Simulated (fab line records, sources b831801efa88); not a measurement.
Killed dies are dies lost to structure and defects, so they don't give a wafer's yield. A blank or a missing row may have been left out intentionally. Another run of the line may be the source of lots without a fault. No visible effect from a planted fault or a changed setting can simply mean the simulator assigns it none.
fab line records	flow sky130
record: lots: 6	wafers: 18	lastDay: 50
route steps=708 shown PASSIVATION@684 PAD_OPEN@694
lots with no fault: from the same line, run without faults
startH: start of the lot's first displayed wafer, in hours after the record's first day	waitH: how many hours have passed since the lot's step before this one	" as in the row above	L1.1+2: one row covering several wafers at once	- no value, or no start given	* or withheld: withheld	< > ~ a bound
route shown NAME@n: names a module that has steps shown in the file, with the first one's number in the route	usual: mean/standard deviation of fault-free wafers	same: alike in all rows	chamber/n: place in a boat	sites: readings site by site	_std_site: the values' standard deviation	_edge_site: inner sites' mean taken away from outer sites' mean	radiusMm: how far each site lies from the wafer's centre	mask NAME#n: copy n	behind: the last tool/chamber to shape the wafer	hold: the reason the lot was held/the length of the hold in hours/how it ended	device: transistor that didn't switch, given as n, p or np	end of line: tests run on the same wafers once the route is complete	a step without rows: its recipe alone	killed: the dies lost at the first sort to structure and to defects; this is not the yield of the wafer	map: a wafer's dies, marking killed ones x, the rest . and places with no die _
set.NAME: the run value of the setting; set.NAME@STEP: its run value at that earlier step	model.NAME: the simulator's own value behind a step, which no gauge read
lots at some steps of the route; a table a step, a row a wafer
services: from which hour (startH, from the record's first day; less than 0 if before it) a tool's chamber was out of use, for how many hours, and why
== steps ==
step: SKY_PASSIVATION_THK_MEAS_03
recipe: reads: Si3N4_of_PASSIVATION_CVD_02
usual: PASSIVATION_CVD_02_THK: 541/6
lot.wafer	tool	chamber	startH	waitH	PASSIVATION_CVD_02_THK[nm]
L414.2	filmMetro-01	-	1038.70	-	538
L414.3	"	-	"	"	539
L414.4	"	-	"	"	549
L422.2	filmMetro-01	-	1101.22	-	530
L422.4	"	-	"	"	541
L422.6	"	-	"	"	538
L419.2	filmMetro-01	-	1101.52	-	541
L419.3	"	-	"	"	543
L419.4	"	-	"	"	551
L433.2	filmMetro-01	-	1153.07	-	530
L433.4	"	-	"	"	538
L433.6	"	-	"	"	539
L434.1	filmMetro-01	-	1156.59	-	538
L434.4	"	-	"	"	549
L434.5	"	-	"	"	542
L435.1	filmMetro-03	-	1166.99	-	542
L435.4	"	-	"	"	550
L435.6	"	-	"	"	547
step: SKY_PASSIVATION_DEHYDRATE_04
recipe: tempC: 200	timeS: 60
step: SKY_PASSIVATION_HMDS_05
recipe: primeTimeS: 60	primeTempC: 120
step: SKY_PASSIVATION_COAT_06
recipe: spinRpm: 2000	resistThkNm: 3000
step: SKY_PASSIVATION_SOFTBAKE_07
recipe: tempC: 110	timeS: withheld
step: SKY_PASSIVATION_EXPOSE_08
recipe: maskId: NSM	targetCdNm: 3000	na: 0.57	doseMj: 260
step: SKY_PASSIVATION_PEB_09
recipe: tempC: 115	timeS: withheld
step: SKY_PASSIVATION_DEVELOP_10
recipe: developTimeS: 60	devTempC: 23
step: SKY_PASSIVATION_ETCH_11
recipe: chemistry: CF4/O2	targetDepthNm: 725	stopOn: AlCu	sourceW: 800	biasW: 150	pressureMtorr: 150	cf4FlowSccm: 80	O2_flow_sccm: 10	timeS: 161.1
usual: drypumpMotorCurrentA: 5.9/0.43	oesProductAu: 0.978/0.0064	throttleValvePct: 5.964/0.0093
lot.wafer	tool	chamber	startH	waitH	drypumpMotorCurrentA	oesProductAu	rfHoursCounterH	throttleValvePct
L414.2	rieDiel-04	1	1060.22	-	6.1	0.976	2	5.961
L414.3	"	0	"	"	5.7	0.971	13	5.957
L414.4	"	3	"	"	6.2	0.993	3	5.974
L422.2	rieDiel-02	0	1121.26	-	5.5	0.965	25	5.964
L422.4	"	3	"	"	5.8	0.987	7	5.971
L422.6	"	3	"	"	5.8	0.976	-	5.969
L419.2	rieDiel-04	2	1121.61	-	6.7	0.981	14	5.983
L419.3	"	1	"	"	6.1	0.982	4	5.955
L419.4	"	3	"	"	6.3	0.988	5	5.969
L433.2	rieDiel-02	0	1169.92	-	5.5	0.963	27	5.949
L433.4	"	3	"	"	5.7	0.976	9	5.976
L433.6	"	0	"	"	5.5	0.970	-	5.946
L434.1	rieDiel-04	1	1173.51	-	6.1	0.973	6	5.956
L434.4	"	2	"	"	6.7	0.989	16	5.964
L434.5	"	0	"	"	5.6	0.982	-	5.977
L435.1	rieDiel-03	2	1183.17	-	6.6	0.979	9	5.952
L435.4	"	1	"	"	5.8	0.988	5	5.970
L435.6	"	0	"	"	5.8	0.984	-	5.975
step: SKY_PASSIVATION_STRIP_12
recipe: chemistry: O2/N2	powerW: 1400	pressureMtorr: 1500	platenTempC: withheld	overashFraction: 0.7	o2FlowSccm: 3000	n2FlowSccm: 300
usual: drypumpMotorCurrentA: 6.3/0.34	oesProductAu: 0.661/0.0047	stripTimeToEndpointS: 31.53/0.14
lot.wafer	tool	chamber	startH	waitH	drypumpMotorCurrentA	oesProductAu	rfHoursCounterH	stripTimeToEndpointS
L414.2	plasmaAsher-04	0	1060.33	0.1	5.6	0.657	92	31.43
L414.3	"	1	"	"	6.0	0.663	-	31.45
L414.4	"	0	"	"	5.6	0.657	-	31.42
L422.2	plasmaAsher-02	1	1121.36	0.1	6.5	0.666	39	31.46
L422.4	"	1	"	"	6.4	0.666	-	31.56
L422.6	"	1	"	"	6.4	0.655	-	31.59
L419.2	plasmaAsher-03	1	1121.71	0.1	6.4	0.666	69	31.47
L419.3	"	0	"	"	5.9	0.662	-	31.58
L419.4	"	1	"	"	6.4	0.661	-	31.45
L433.2	plasmaAsher-04	1	1170.03	0.1	6.0	0.665	103	31.77
L433.4	"	0	"	"	5.6	0.663	-	31.55
L433.6	"	0	"	"	5.5	0.660	-	31.62
L434.1	plasmaAsher-02	0	1173.62	0.1	6.6	0.665	44	31.42
L434.4	"	0	"	"	6.6	0.658	-	31.49
L434.5	"	0	"	"	6.6	0.661	-	31.33
L435.1	plasmaAsher-02	0	1183.28	0.1	6.6	0.655	45	31.55
L435.4	"	1	"	"	6.4	0.664	-	31.37
L435.6	"	1	"	"	6.4	0.662	-	31.40
step: SKY_PAD_OPEN_DEHYDRATE_00
recipe: tempC: 200	timeS: 60
step: SKY_PAD_OPEN_HMDS_01
recipe: primeTimeS: 60	primeTempC: 120
step: SKY_PAD_OPEN_COAT_02
recipe: spinRpm: 2000	resistThkNm: 3000
usual: spinSpeedRpm: 1999.8/1.2
lot.wafer	tool	chamber	startH	waitH	spinSpeedRpm	model.coat_of_PAD_OPEN_COAT_02.thkNm
L414.2	lithoTrack-01	0	1070.34	0.1	1999.2	2999
L414.3	"	0	"	"	1998.5	2993
L414.4	"	0	"	"	1997.6	2998
L422.2	lithoTrack-02	0	1131.08	0.1	2000.1	3001
L422.4	"	0	"	"	2001.4	2999
L422.6	"	0	"	"	1999.7	2997
L419.2	lithoTrack-02	0	1131.73	0.1	2000.6	3009
L419.3	"	0	"	"	1998.5	3006
L419.4	"	0	"	"	1997.9	3005
L433.2	lithoTrack-02	0	1178.58	0.1	2093.7	2929
L433.4	"	0	"	"	2091.5	2920
L433.6	"	0	"	"	2092.8	2937
L434.1	lithoTrack-02	0	1181.46	0.1	2094.1	2945
L434.4	"	0	"	"	2092.8	2937
L434.5	"	0	"	"	2092.6	2941
L435.1	lithoTrack-01	0	1190.81	0.1	1998.9	2995
L435.4	"	0	"	"	1998.5	2995
L435.6	"	0	"	"	1998.7	2993
step: SKY_PAD_OPEN_SOFTBAKE_03
recipe: tempC: 110	timeS: withheld
step: SKY_PAD_OPEN_EXPOSE_04
recipe: maskId: PDM	targetCdNm: 60000	na: 0.57	doseMj: 260
step: SKY_PAD_OPEN_PEB_05
recipe: tempC: 115	timeS: withheld
step: SKY_PAD_OPEN_DEVELOP_06
recipe: developTimeS: 60	devTempC: 23
lot.wafer	tool	chamber	startH	waitH	model.coat_of_PAD_OPEN_COAT_02.thkNm
L414.2	lithoTrack-02	0	-	-	2998
L414.3	"	0	"	"	2991
L414.4	"	0	"	"	2997
L422.2	lithoTrack-02	0	-	-	3000
L422.4	"	0	"	"	2998
L422.6	"	0	"	"	2996
L419.2	lithoTrack-04	0	-	-	3008
L419.3	"	0	"	"	3005
L419.4	"	0	"	"	3004
L433.2	lithoTrack-02	0	-	-	2928
L433.4	"	0	"	"	2919
L433.6	"	0	"	"	2936
L434.1	lithoTrack-01	0	-	-	2944
L434.4	"	0	"	"	2936
L434.5	"	0	"	"	2940
L435.1+4	lithoTrack-04	0	-	-	2994
L435.6	"	0	"	"	2992
step: SKY_PAD_OPEN_ETCH_07
recipe: chemistry: CF4/O2	targetDepthNm: 725	stopOn: AlCu	sourceW: 800	biasW: 150	pressureMtorr: 150	cf4FlowSccm: 80	O2_flow_sccm: 10	timeS: 161.1
usual: drypumpMotorCurrentA: 5.8/0.48	oesProductAu: 0.978/0.0071	throttleValvePct: 5.965/0.009
lot.wafer	tool	chamber	startH	waitH	drypumpMotorCurrentA	oesProductAu	rfHoursCounterH	throttleValvePct
L414.2	rieDiel-02	2	1081.06	-	5.3	0.969	1	5.959
L414.3	"	0	"	"	5.4	0.969	24	5.966
L414.4	"	1	"	"	5.9	0.983	1	5.948
L422.2	rieDiel-03	0	1140.41	-	5.8	0.966	21	5.955
L422.4	"	3	"	"	5.3	0.980	30	5.958
L422.6	"	0	"	"	5.9	0.979	-	5.951
L419.2	rieDiel-02	0	1141.09	-	5.4	0.983	26	5.961
L419.3	"	2	"	"	5.3	0.980	3	5.972
L419.4	"	1	"	"	5.9	0.990	3	5.959
L433.2	rieDiel-02	3	1186.86	-	5.7	0.971	10	5.965
L433.4	"	1	"	"	5.9	0.972	5	5.962
L433.6	"	0	"	"	5.4	0.983	-	5.964
L434.1	rieDiel-01	2	1189.56	-	6.4	0.975	7	5.973
L434.4	"	3	"	"	5.6	0.984	-	5.968
L434.5	"	1	"	"	6.2	0.972	-	5.969
L435.1	rieDiel-03	1	1198.34	-	5.8	0.978	6	5.957
L435.4	"	2	"	"	6.6	0.984	9	5.954
L435.6	"	3	"	"	5.3	0.975	-	5.973
step: SKY_PAD_OPEN_STRIP_08
recipe: chemistry: O2/N2	powerW: 1400	pressureMtorr: 1500	platenTempC: withheld	overashFraction: 0.7	o2FlowSccm: 3000	n2FlowSccm: 300
usual: drypumpMotorCurrentA: 6.1/0.52	oesProductAu: 0.663/0.0047	stripTimeToEndpointS: 37.03/0.088
lot.wafer	tool	chamber	startH	waitH	drypumpMotorCurrentA	oesProductAu	rfHoursCounterH	stripTimeToEndpointS
L414.2	plasmaAsher-01	0	1081.16	0.1	5.4	0.660	2	37.03
L414.3	"	1	"	"	6.6	0.666	-	36.96
L414.4	"	0	"	"	5.4	0.661	-	37.05
L422.2	plasmaAsher-01	0	1140.51	0.1	5.4	0.663	7	37.07
L422.4	"	0	"	"	5.4	0.653	-	37.04
L422.6	"	0	"	"	5.4	0.664	-	37.02
L419.2	plasmaAsher-02	1	1141.19	0.1	6.4	0.675	41	37.17
L419.3	"	0	"	"	6.6	0.663	-	37.12
L419.4	"	1	"	"	6.5	0.662	-	37.13
L433.2	plasmaAsher-01	1	1186.96	0.1	6.6	0.667	11	36.28
L433.4	"	1	"	"	6.6	0.662	-	36.16
L433.6	"	0	"	"	5.4	0.659	-	36.34
L434.1	plasmaAsher-01	0	1189.67	0.1	5.4	0.659	12	36.45
L434.4	"	0	"	"	5.4	0.670	-	36.34
L434.5	"	0	"	"	5.4	0.663	-	36.38
L435.1	plasmaAsher-02	0	1198.44	0.1	6.6	0.669	46	37.00
L435.4	"	0	"	"	6.6	0.666	-	36.99
L435.6	"	0	"	"	6.7	0.654	-	36.97
step: SKY_PAD_OPEN_STRIP_09
recipe: chemistry: postEtchResidueRemover	timeS: 1200	tempC: 72.5
step: SKY_PAD_OPEN_PROBE_99
usual: defectLimitedYield: 82.8/1.9	killed_at_M0_to_M3: 42/6.9	killed_at_M4_up: 3.2/1.7	killedAtContacts: 23/5.5	killedAtFrontEnd: 16/4	killedAtOther: 0.4/0.55	killedDies: 85/9.2	killedOpen: 46/6.8	killedShort: 38/6.2	sort_bin_3_pad_short: 0.9/0.4	sort_bin_5_function: 10.2/1.5	sort_bin_6_memory: 6.2/1.1	sortNPass: 407/9.2	sortYieldPct: 82.8/1.9
same: grossDies: 492	killedAtBackSide: 0	sort_bin_4_leakage[%]: 0	sort_bin_8_speed[%]: 0
lot.wafer	tool	chamber	startH	waitH	defectLimitedYield[%]	killed_at_M0_to_M3	killed_at_M4_up	killedAtContacts	killedAtFrontEnd	killedAtOther	killedDies	killedOpen	killedShort	sort_bin_3_pad_short[%]	sort_bin_5_function[%]	sort_bin_6_memory[%]	sortNPass	sortYieldPct[%]
L414.2	prober-02	-	1083.43	0.1	82.9	48	6	16	14	0	84	50	34	0.4	10.4	6.3	408	82.9
L414.3	prober-02	-	1083.48	0.2	83.1	40	1	30	12	0	83	53	30	0.4	11.0	5.5	409	83.1
L414.4	prober-02	-	1083.53	0.2	81.5	43	3	26	19	0	91	49	42	0.8	10.0	7.7	401	81.5
L419.2	prober-02	-	1143.46	0.1	79.1	69	2	12	20	0	103	53	50	1.0	11.6	8.3	389	79.1
L419.3	prober-02	-	1143.51	0.2	80.9	43	2	27	21	1	94	58	35	0.6	12.0	6.5	398	80.9
L419.4	prober-02	-	1143.56	0.2	83.7	37	3	20	20	0	80	44	36	0.2	9.6	6.5	412	83.7
L435.1	prober-01	-	1200.66	0.1	84.6	36	2	20	18	0	76	40	36	1.4	8.9	5.1	416	84.6
L435.4	prober-01	-	1200.81	0.2	81.9	33	1	35	19	1	89	51	36	0.8	10.6	6.7	403	81.9
L435.6	prober-01	-	1200.91	0.2	83.9	41	1	18	18	1	79	44	35	1.2	8.7	6.1	413	83.9
killed by level:class
L414.2 VIA1:geometricParticle:open=14 METAL2:geometricParticle:short=8 VIA1:geometricParticle:short=7 LI_CONTACT:geometricParticle:open=6 VIA2:geometricParticle:open=5 FIELD_ISO:geometricParticle:open=4 CONTACT:geometricParticle:open=4 METAL2:geometricParticle:open=3
L414.3 VIA1:geometricParticle:open=12 LI_CONTACT:geometricParticle:open=11 VIA2:geometricParticle:open=9 CONTACT:geometricParticle:open=6 LI_CONTACT:geometricParticle:short=5 CONTACT:geometricParticle:short=5 FIELD_ISO:geometricParticle:open=4 VIA1:geometricParticle:short=4
L414.4 LI_CONTACT:geometricParticle:open=12 VIA1:geometricParticle:open=8 CONTACT:geometricParticle:open=6 POLY_GATE:geometricParticle:open=5 METAL1:geometricParticle:short=5 VIA3:geometricParticle:short=5 METAL2:geometricParticle:short=5 VIA3:geometricParticle:open=5
L419.2 VIA1:geometricParticle:open=16 METAL2:geometricParticle:short=15 VIA1:geometricParticle:short=9 VIA3:geometricParticle:open=8 METAL1:geometricParticle:short=7 FIELD_ISO:geometricParticle:short=5 LI_CONTACT:geometricParticle:open=5 CONTACT:geometricParticle:open=5
L419.3 VIA1:geometricParticle:open=14 CONTACT:geometricParticle:open=9 LI_CONTACT:geometricParticle:open=9 FIELD_ISO:geometricParticle:open=7 VIA1:geometricParticle:short=7 VIA2:geometricParticle:open=6 FIELD_ISO:geometricParticle:short=5 POLY_GATE:geometricParticle:open=5
L419.4 LI_CONTACT:geometricParticle:open=8 VIA1:geometricParticle:open=8 FIELD_ISO:geometricParticle:open=7 FIELD_ISO:geometricParticle:short=6 VIA2:geometricParticle:open=5 CONTACT:geometricParticle:open=5 METAL1:geometricParticle:short=4 POLY_GATE:geometricParticle:short=3
L435.1 VIA1:geometricParticle:open=12 CONTACT:geometricParticle:open=8 FIELD_ISO:geometricParticle:open=6 FIELD_ISO:geometricParticle:short=6 LOCAL_INTERCONNECT:geometricParticle:short=5 METAL1:geometricParticle:short=4 POLY_GATE:geometricParticle:short=4 VIA3:geometricParticle:open=4
L435.4 LI_CONTACT:geometricParticle:open=11 CONTACT:geometricParticle:open=11 LOCAL_INTERCONNECT:geometricParticle:short=8 FIELD_ISO:geometricParticle:open=6 VIA3:geometricParticle:open=6 VIA1:geometricParticle:short=6 VIA2:geometricParticle:open=5 VIA1:geometricParticle:open=5
L435.6 CONTACT:geometricParticle:open=9 METAL1:geometricParticle:short=6 VIA1:geometricParticle:open=6 VIA2:geometricParticle:open=6 VIA3:geometricParticle:open=6 POLY_GATE:geometricParticle:open=5 METAL2:geometricParticle:short=5 FIELD_ISO:geometricParticle:short=4
== services ==
tool	chamber	startH	hours	kind
rieDiel-02	2	1043.35	-	clean
rieDiel-02	2	1043.35	12.6	scheduledDown
rieDiel-02	2	1043.35	12.6	ventCycle
rieDiel-04	3	1053.10	3.7	repair
plasmaAsher-01	-	1055.25	9.0	pm
plasmaAsher-01	0	1055.25	9.0	ventCycle
plasmaAsher-01	1	1055.25	9.0	ventCycle
rieDiel-01	0	1060.37	6.6	repair
plasmaAsher-01	0	1064.25	-	clean
plasmaAsher-01	1	1064.25	-	clean
rieDiel-03	3	1077.31	6.5	repair
lithoTrack-04	-	1086.22	-	consumableReplace:filter
rieDiel-01	3	1103.42	16.2	repair
rieDiel-04	0	1107.13	3.4	repair
rieDiel-04	2	1143.42	1.3	repair
rieDiel-01	-	1164.07	1.2	repair
rieDiel-01	0	1177.93	5.1	repair
rieDiel-01	0	1183.02	-	clean
rieDiel-01	0	1183.02	-	consumableReplace:focusRing
rieDiel-01	0	1183.02	17.0	scheduledDown
rieDiel-01	0	1183.02	17.0	ventCycle
rieDiel-04	0	1184.75	2.8	repair
rieDiel-03	-	1193.15	2.8	pm
== key ==
firstSign: step: SKY_PAD_OPEN_COAT_02	reading: spinSpeedRpm	direction: up	sigmas: 75	usual: 1999.8	struck: 2092.9
effect: step: SKY_PAD_OPEN_STRIP_08	reading: stripTimeToEndpointS	direction: down	sigmas: 8	usual: *	struck: *
modelEffect: step: SKY_PAD_OPEN_COAT_02	value: coat_of_PAD_OPEN_COAT_02.thkNm	without: 3003	struck: 2935
modelEffect: step: SKY_PAD_OPEN_DEVELOP_06	value: coat_of_PAD_OPEN_COAT_02.thkNm	without: 3002	struck: 2934
metAt SKY_PAD_OPEN_COAT_02
struckWafers L433.2,L433.4,L433.6,L434.1,L434.4,L434.5
onsetBetween 1131.73 1178.58
fault: kind: processParameterDrift	tool: lithoTrack-02	chamber: -	onsetH: 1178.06	steps: SKY_PAD_OPEN_COAT_02	channel: spinRpm	offset: 94.055	shape: step	endH: 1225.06	actsIn: theseRecipesOnly	stated: 2000
